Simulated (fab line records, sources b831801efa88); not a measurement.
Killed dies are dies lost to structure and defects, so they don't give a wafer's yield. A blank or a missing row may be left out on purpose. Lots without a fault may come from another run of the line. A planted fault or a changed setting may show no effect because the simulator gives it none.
Which tool did it? | flow gf180mcu | 7 lots, 20 wafers sampled, at 1 step of a route of 602

WHAT THE GAUGES READ, wafer by wafer
GF_HV_LDD_OVL_MEAS_32.
lot  | measured     | on         | HV_LDD_02_OVL (nm)
L830 | day 12 09:44 | overlay-02 | 1.1 -0.5 -0.3
L832 | day 13 00:17 | overlay-02 | 0.6 1.3 1.4
L834 | day 14 06:05 | overlay-01 | 1.3 1.4 1.5
L837 | day 15 01:13 | overlay-02 | 1.9 2.3 1.7
L841 | day 15 22:01 | overlay-02 | 2.1 3.6
L847 | day 17 20:59 | overlay-01 | 1.3 1.6 1.7
L849 | day 18 15:46 | overlay-01 | 3.9 2.7 2.7

WHICH TOOL RAN EACH LOT (tool, then ch and the chambers of the sampled wafers, then the start)
The record holds no process step before these readings.

THE ANSWER, worked out from the rows above alone
Rule: what is usual is taken from the lots themselves. Put in order of their means at a reading, lots are off if they are a third of the lots or fewer, leave a main group of 4 or more, and stand apart from it by a gap of 3 or more times the standard deviation of the main group's means; of several such gaps the widest counts. A main group whose means are all the same, to the digits that the tables above print for the reading, isn't used. A lot without any number at a reading at which 4 lots or more have one is off too. The other lots that the step has rows for count as sound.
No lot is off at any reading shown: from this, nothing can be told.

WHAT THE SIMULATOR HAD PUT IN
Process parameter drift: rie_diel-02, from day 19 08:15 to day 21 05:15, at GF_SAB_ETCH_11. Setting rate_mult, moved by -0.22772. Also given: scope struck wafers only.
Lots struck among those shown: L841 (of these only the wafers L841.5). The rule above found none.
